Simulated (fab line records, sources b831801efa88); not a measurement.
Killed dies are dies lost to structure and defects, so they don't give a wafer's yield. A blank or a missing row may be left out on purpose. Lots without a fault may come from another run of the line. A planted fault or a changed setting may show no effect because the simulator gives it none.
Problem report in the 8D (eight disciplines) form, filled by code | flow sky130 | the parts of the form that need people (team, actions taken, sign-off) are left out

1. THE PROBLEM
SPACER_CVD_00_THK at SKY_SPACER_THK_MEAS_01 reads a mean of 52.6 nm on 6 wafers of 2 lots; wafers without a fault read 43.2 nm with a standard deviation of 0.52. That is +18 standard deviations from the usual mean.
First seen on wafer L612.2, day 30 08:01, on film_metro-01. The record holds 42 wafers of 14 lots with a number at this step. Rule for "out", or "out of limits": more than 4 standard deviations from the usual mean. The other wafers with a number count as sound.

2. WHAT IT IS AND WHAT IT IS NOT
question                    | is                           | is not
which readings at this step | SPACER_CVD_00_THK            | -
which lots                  | L612, L613                   | L591, L592, L593, L594, L595, L596, L597, L598, L599, L601, L602, L603
which wafers of those lots  | all that have a number       | -
read on which gauges        | film_metro-01, film_metro-02 | film_metro-04
when                        | from day 30 08:01            | up to then (36 sound wafers)

3. SUSPECTS, AND WHAT RULES EACH OUT
Counting: a tool at a process step up to the reading stays a suspect if it ran every lot that is out and no sound lot after the first of them.
- the gauge at SKY_SPACER_THK_MEAS_01: ruled out. The wafers that are out were read on 2 gauges (film_metro-01, film_metro-02).
- lpcvd-02 at SKY_SPACER_CVD_00 (deposits Si3N4 from DCS/NH3, target thk 43.1 nm, time 740 s): kept. It ran every lot that is out, first L612 (day 30 06:47), and no sound lot after that; its last sound lot up to then is L603 (day 26 23:26). Its own readings are out on those wafers: spike_tc_centre_C, spike_tc_lower_C, spike_tc_top_C, spike_tc_upper_C, susceptor_temp_C.
Left after counting: lpcvd-02 at SKY_SPACER_CVD_00.

4. THE CAUSE (what the simulator had put in)
Process parameter drift: lpcvd-02, from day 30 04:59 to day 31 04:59, at SKY_SPACER_CVD_00. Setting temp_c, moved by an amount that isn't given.
Counting left only this tool.

5. THE CHAIN OF EFFECTS, in route order
Each row: a reading whose mean over the struck wafers that have a number lies more than 3 standard deviations from the usual. Only readings for which the record gives a usual standard deviation are gone through. hours: the time from each lot's start at the first step in this table that gives one to its start at this step, as a median over the lots. sigmas: the change in usual standard deviations.
hours | step                   | reading           | usual      | on struck wafers | change | sigmas
0     | SKY_SPACER_CVD_00      | spike_tc_centre_C | 771.2 C    | 780.8            | +9.6   | +8.8
0     | SKY_SPACER_CVD_00      | spike_tc_lower_C  | 770.6 C    | 781.0            | +10.4  | +10
0     | SKY_SPACER_CVD_00      | spike_tc_top_C    | 787.6 C    | 799.9            | +12.3  | +5.4
0     | SKY_SPACER_CVD_00      | spike_tc_upper_C  | 769.6 C    | 779.4            | +9.8   | +8.9
0     | SKY_SPACER_CVD_00      | susceptor_temp_C  | 770.0 C    | 779.8            | +9.8   | +29
1     | SKY_SPACER_THK_MEAS_01 | SPACER_CVD_00_THK | 43.2 nm    | 52.6             | +9.4   | +18
1     | SKY_SPACER_ETCHBACK_02 | oes_product_au    | 0.857 a.u. | 0.959            | +0.102 | +13
The process steps in it:
- SKY_SPACER_CVD_00: deposits Si3N4 from DCS/NH3, target thk 43.1 nm, time 740 s.
- SKY_SPACER_ETCHBACK_02: etches Si3N4 in CH3F/O2, stops on SiO2, time 46.7 s, target depth 45 nm.
Later measuring or inspecting steps at which every struck wafer that the step has a row for has a number for every such reading, and none has moved that far: SKY_METAL2_CD_MEAS_15.

6. WHAT WOULD HAVE CAUGHT IT SOONER
In this record the first reading out of limits at a measuring or inspecting step was taken at day 30 08:01, 3 hours after the fault began at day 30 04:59.
The tool's own readings at SKY_SPACER_CVD_00 were out on every struck wafer that the step has a row for (spike_tc_centre_C, spike_tc_lower_C, spike_tc_top_C, spike_tc_upper_C, susceptor_temp_C): an alarm limit on them would have fired on the first of those.
Of the lots that are out (2), L613 began SKY_SPACER_CVD_00 on lpcvd-02 after day 30 08:01. A hold on the tool at that time would have spared it.
